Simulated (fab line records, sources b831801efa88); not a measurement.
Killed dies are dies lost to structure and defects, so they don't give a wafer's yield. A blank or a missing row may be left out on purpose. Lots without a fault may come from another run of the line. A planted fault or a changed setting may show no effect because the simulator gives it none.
Which tool did it? | flow sfq_line | 15 lots, 45 wafers sampled, at 2 steps of a route of 325

WHAT THE GAUGES READ, wafer by wafer
The record holds no reading of a measuring or inspecting step that can be judged against a usual standard deviation.

WHICH TOOL RAN EACH LOT (tool, then ch and the chambers of the sampled wafers, then the start)
lot  | SFQ_TRILAYER_L0_LITHO_COAT_010   | SFQ_TRILAYER_L0_BARC_OPEN_METAL_ETCH_010
L944 | litho_track-03 ch 0, day 1 12:44 | rie_metal-03 ch 0,1, day 4 04:49
L945 | litho_track-02 ch 0, day 1 17:44 | rie_metal-02 ch 0,1, day 4 10:49
L946 | litho_track-04 ch 0, day 1 22:44 | rie_metal-01 ch 0,1, day 4 19:13
L947 | litho_track-03 ch 0, day 2 03:50 | rie_metal-02 ch 0,1, day 5 01:14
L948 | litho_track-02 ch 0, day 2 08:53 | rie_metal-03 ch 1, day 5 07:16
L949 | litho_track-02 ch 0, day 2 13:58 | rie_metal-02 ch 0,1, day 5 14:59
L950 | litho_track-03 ch 0, day 2 18:50 | rie_metal-01 ch 0,1, day 5 21:00
L951 | litho_track-02 ch 0, day 2 23:44 | rie_metal-02 ch 0,1, day 6 01:47
L952 | litho_track-04 ch 0, day 3 04:47 | rie_metal-01 ch 1, day 6 05:23
L953 | litho_track-02 ch 0, day 3 09:44 | rie_metal-03 ch 1, day 6 07:47
L955 | litho_track-04 ch 0, day 3 19:53 | rie_metal-01 ch 0,1, day 6 22:03
L959 | litho_track-02 ch 0, day 4 15:44 | rie_metal-01 ch 0,1, day 7 19:35
L961 | litho_track-02 ch 0, day 5 01:47 | rie_metal-01 ch 0,1, day 8 07:43
L963 | litho_track-02 ch 0, day 5 11:47 | rie_metal-01 ch 0, day 8 20:48
L966 | litho_track-04 ch 0, day 6 02:59 | rie_metal-02 ch 0, day 9 20:10
- SFQ_TRILAYER_L0_LITHO_COAT_010: resist thk 62 nm.
- SFQ_TRILAYER_L0_BARC_OPEN_METAL_ETCH_010: etches BARC in O2, target depth 125 nm, time 41.7 s.

WHAT THE TOOLS THEMSELVES READ (means of the sampled wafers that have a number; where no wafer has one, the mark that the record gives instead)
SFQ_TRILAYER_L0_LITHO_COAT_010. Usual: exhaust_pa 45.1 Pa, standard deviation 0.83.
lot  | tool           | exhaust_pa (Pa) | flag
L944 | litho_track-03 | 45.3            |
L945 | litho_track-02 | 45.8            |
L946 | litho_track-04 | 45.0            |
L947 | litho_track-03 | 45.6            |
L948 | litho_track-02 | 44.4            |
L949 | litho_track-02 | 45.6            |
L950 | litho_track-03 | 45.9            |
L951 | litho_track-02 | 46.7            |
L952 | litho_track-04 | 44.6            |
L953 | litho_track-02 | 44.0            |
L955 | litho_track-04 | 45.4            |
L959 | litho_track-02 | 45.9            |
L961 | litho_track-02 | 44.3            |
L963 | litho_track-02 | 44.5            |
L966 | litho_track-04 | 43.9            |

SFQ_TRILAYER_L0_BARC_OPEN_METAL_ETCH_010. Usual: drypump_motor_current_A 5.8 A, standard deviation 0.56; oes_product_au 0.685 a.u., standard deviation 0.0044.
lot  | tool         | drypump_motor_current_A (A) | oes_product_au (a.u.) | flag
L944 | rie_metal-03 | 6.4                         | 0.686                 |
L945 | rie_metal-02 | 5.6                         | 0.681                 |
L946 | rie_metal-01 | 6.0                         | 0.685                 |
L947 | rie_metal-02 | 5.2                         | 0.685                 |
L948 | rie_metal-03 | 6.5                         | 0.685                 |
L949 | rie_metal-02 | 5.6                         | 0.686                 |
L950 | rie_metal-01 | 6.0                         | 0.688                 |
L951 | rie_metal-02 | 5.6                         | 0.683                 |
L952 | rie_metal-01 | 6.0                         | 0.688                 |
L953 | rie_metal-03 | 6.5                         | 0.685                 |
L955 | rie_metal-01 | 6.0                         | 0.685                 |
L959 | rie_metal-01 | 5.9                         | 0.695                 |
L961 | rie_metal-01 | 6.0                         | 0.692                 |
L963 | rie_metal-01 | 5.9                         | 0.693                 |
L966 | rie_metal-02 | 4.8                         | 0.686                 |

THE ANSWER, worked out from the rows above alone
Rule: a lot is off if the mean of its wafers that have a number lies more than 3 standard deviations from the usual mean. A lot without any number at a reading at which 4 lots or more have one is off too. The other lots that the step has rows for count as sound. The gauges are gone through in route order, then the tools' own readings, and for those a lot's mean is taken as printed above. The first step at which some lot is off is used, and at that step the reading that is off furthest; a lot without a number counts as furthest.
No lot is off at any reading shown: from this, nothing can be told.

WHAT THE SIMULATOR HAD PUT IN
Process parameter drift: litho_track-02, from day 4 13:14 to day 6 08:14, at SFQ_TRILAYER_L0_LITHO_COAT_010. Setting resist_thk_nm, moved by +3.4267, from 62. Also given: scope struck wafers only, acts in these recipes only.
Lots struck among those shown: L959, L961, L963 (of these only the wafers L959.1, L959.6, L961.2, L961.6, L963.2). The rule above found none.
